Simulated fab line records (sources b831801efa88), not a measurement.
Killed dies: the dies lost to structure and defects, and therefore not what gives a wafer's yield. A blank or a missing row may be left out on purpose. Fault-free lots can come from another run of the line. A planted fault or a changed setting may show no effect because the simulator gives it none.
A single fault, viewed from 2 desks	flow sky130	numbers are kept per desk, each desk with only its own; the story behind them comes last

## AT THE METROLOGY DESK
Lot by lot, what the gauges showed, no matter which tool ran the lot: averages of those sampled wafers that carry a number. Any lot whose mean is over 4 standard deviations away from the usual mean is out of limits and marked OUT; that distance is given in the brackets.
Columns: A = CAPM_TIN_RS at SKY_CAPM_RS_MEAS_03, usual 6.87 ohm/sq; B = CAPM_TIN_THK at SKY_CAPM_THK_MEAS_04, usual 201.5 nm
lot	first seen here	A	B
L559	day 36 12:53	6.85	202.4
L561	day 37 11:05	6.85	201.0
L564	day 38 06:52	6.93	198.7
L565	day 39 08:10	6.41 (-5.8) OUT	217.8 (+6.3) OUT
L566	day 39 08:28	6.43 (-5.5) OUT	217.6 (+6.2) OUT
L575	day 41 13:50	6.78	205.1
L577	day 42 05:28	6.82	202.3
L578	day 42 07:47	6.92	199.6
L580	day 42 18:06	6.83	202.4
L581	day 43 04:40	6.78	204.2
This desk finds L565, L566 out of limits, with the earliest case on L565 at day 39 08:10 (CAPM_TIN_RS at SKY_CAPM_RS_MEAS_03). L559, L561, L564, L575, L577, L578, L580, L581 stayed within limits.

## AT THE TOOL OWNER'S DESK: pvdSputter-04
The tool's own readings at SKY_CAPM_SPUTTER_02 (material TiN, target thk 200 nm, time 166.7 s): means of the sampled wafers that have a number, for each lot that ran on this tool. Any lot whose mean is over 4 standard deviations away from the usual mean is out of limits and marked OUT; that distance is given in the brackets.
Columns: A = throttleValvePct at SKY_CAPM_SPUTTER_02, usual 29.9 %
lot	first seen here	A
L559	day 36 12:47	29.9
L561	day 37 10:58	30.0
L565	day 39 08:01	30.0
L566	day 39 08:19	30.1
L575	day 41 13:43	30.0
L577	day 42 05:21	29.9
L578	day 42 07:40	29.9
L580	day 42 17:57	29.8
Finding of this desk: none of the 8 lots has anything out of limits.

## BROUGHT TOGETHER
Metrology desk: alarm possible at day 39 08:10 on L565, L566.
The tool owner's desk saw nothing out of limits.
On record at the tool owner's desk: L565, L566, within its limits.
SKY_CAPM_SPUTTER_02 was run on pvdSputter-04 by each of the lots named.

## WHAT WAS PUT IN BY THE SIMULATOR
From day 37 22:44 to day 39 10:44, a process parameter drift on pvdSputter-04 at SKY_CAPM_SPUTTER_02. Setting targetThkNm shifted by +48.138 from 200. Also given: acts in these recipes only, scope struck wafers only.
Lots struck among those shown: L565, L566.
Time in hours between the start of the fault and the first out-of-limits reading at each desk: metrology desk, 33.
